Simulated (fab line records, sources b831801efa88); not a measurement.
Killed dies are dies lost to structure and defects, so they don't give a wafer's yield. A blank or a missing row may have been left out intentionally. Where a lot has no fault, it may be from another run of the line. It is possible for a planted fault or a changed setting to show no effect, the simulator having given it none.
Which tool is to blame? + flow sfqLine + 14 lots with 42 wafers sampled at 2 steps, on a route of 325 steps

== WHAT EACH GAUGE READ, for each wafer ==
SFQ_I5_OVL_MEAS_936. Usual: I5_OVL typically reads -1 nm, with standard deviation 5.1.
| lot  | measured     | on         | I5_OVL (nm) | flag |
|------|--------------|------------|-------------|------|
| L680 | day 65 23:15 | overlay-01 | -9 -6 -7    |      |
| L681 | day 66 01:40 | overlay-01 | -10 -1 -4   |      |
| L682 | day 66 07:56 | overlay-01 | 1 -3 -5     |      |
| L683 | day 66 16:20 | overlay-02 | 9 12 2      |      |
| L684 | day 67 03:55 | overlay-02 | -4 -4 -6    |      |
| L687 | day 67 22:06 | overlay-01 | -7 2 -11    |      |
| L688 | day 71 17:16 | overlay-01 | 5 4 1       |      |
| L693 | day 73 06:23 | overlay-02 | 5 5 8       |      |
| L694 | day 73 10:00 | overlay-02 | 10 8 2      |      |
| L695 | day 73 12:31 | overlay-02 | -2 -3 -6    |      |
| L698 | day 73 19:43 | overlay-01 | 1 5 0       |      |
| L699 | day 73 22:07 | overlay-02 | -2 1 -1     |      |
| L700 | day 74 00:31 | overlay-02 | 1 5 -4      |      |
| L701 | day 74 02:55 | overlay-02 | -1 -2 0     |      |

== TOOL THAT RAN EACH LOT (tool first, then ch and the chambers of the sampled wafers, then the start) ==
| lot  | SFQ_TRILAYER_I0_VIA_BARC_OPEN_VIA_ETCH_046 |
|------|--------------------------------------------|
| L680 | rieDiel-02 ch 0,1,3, day 9 14:56           |
| L681 | rieDiel-03 ch 0,3, day 10 03:19            |
| L682 | rieDiel-02 ch 0,1,3, day 10 11:20          |
| L683 | rieDiel-04 ch 0,2, day 10 13:44            |
| L684 | rieDiel-02 ch 0,1,2, day 11 03:02          |
| L687 | rieDiel-03 ch 1,2,3, day 11 16:15          |
| L688 | rieDiel-02 ch 1,2, day 11 21:02            |
| L693 | rieDiel-02 ch 1,2, day 13 05:05            |
| L694 | rieDiel-02 ch 0,3, day 13 12:08            |
| L695 | rieDiel-04 ch 1,3, day 13 14:32            |
| L698 | rieDiel-02 ch 1,2,3, day 14 06:08          |
| L699 | rieDiel-02 ch 1,3, day 14 13:08            |
| L700 | rieDiel-04 ch 0,2, day 14 20:20            |
| L701 | rieDiel-03 ch 1,2,3, day 14 22:44          |
- SFQ_TRILAYER_I0_VIA_BARC_OPEN_VIA_ETCH_046: etches BARC in O2, target depth 125 nm, time 41.7 s.

== AS READ BY THE TOOLS THEMSELVES (means over the sampled wafers that have a number; for cases with no such wafer, the mark the record gives instead) ==
SFQ_TRILAYER_I0_VIA_BARC_OPEN_VIA_ETCH_046. Usual: drypumpMotorCurrentA 5.8 A, standard deviation 0.34; oesProductAu 0.685 a.u., standard deviation 0.0051.
| lot  | tool       | drypumpMotorCurrentA (A) | oesProductAu (a.u.) | flag |
|------|------------|--------------------------|---------------------|------|
| L680 | rieDiel-02 | 5.8                      | 0.685               |      |
| L681 | rieDiel-03 | 5.4                      | 0.686               |      |
| L682 | rieDiel-02 | 5.8                      | 0.684               |      |
| L683 | rieDiel-04 | 5.3                      | 0.686               |      |
| L684 | rieDiel-02 | 5.8                      | 0.686               |      |
| L687 | rieDiel-03 | 5.5                      | 0.685               |      |
| L688 | rieDiel-02 | 6.0                      | 0.682               |      |
| L693 | rieDiel-02 | 5.9                      | 0.685               |      |
| L694 | rieDiel-02 | 5.7                      | 0.685               |      |
| L695 | rieDiel-04 | 6.1                      | 0.682               |      |
| L698 | rieDiel-02 | 6.0                      | 0.686               |      |
| L699 | rieDiel-02 | 6.0                      | 0.690               |      |
| L700 | rieDiel-04 | 5.3                      | 0.679               |      |
| L701 | rieDiel-03 | 5.5                      | 0.684               |      |

== THE ANSWER, worked out from the rows above alone ==
Rule: take the mean of a lot's wafers that have a number; if it is more than 3 standard deviations from the usual mean, the lot is off. A lot without any number at a reading at which 4 lots or more have one is off too. All remaining lots with rows at the step are treated as sound. First the gauges in route order, then the tools' own readings, where a lot's mean is used as printed above. At the first step where some lot is off, the reading lying furthest off is the one used; lots without a number count as furthest.
Nothing can be told from this: no lot is off at any reading shown.

== WHAT WAS PUT IN BY THE SIMULATOR ==
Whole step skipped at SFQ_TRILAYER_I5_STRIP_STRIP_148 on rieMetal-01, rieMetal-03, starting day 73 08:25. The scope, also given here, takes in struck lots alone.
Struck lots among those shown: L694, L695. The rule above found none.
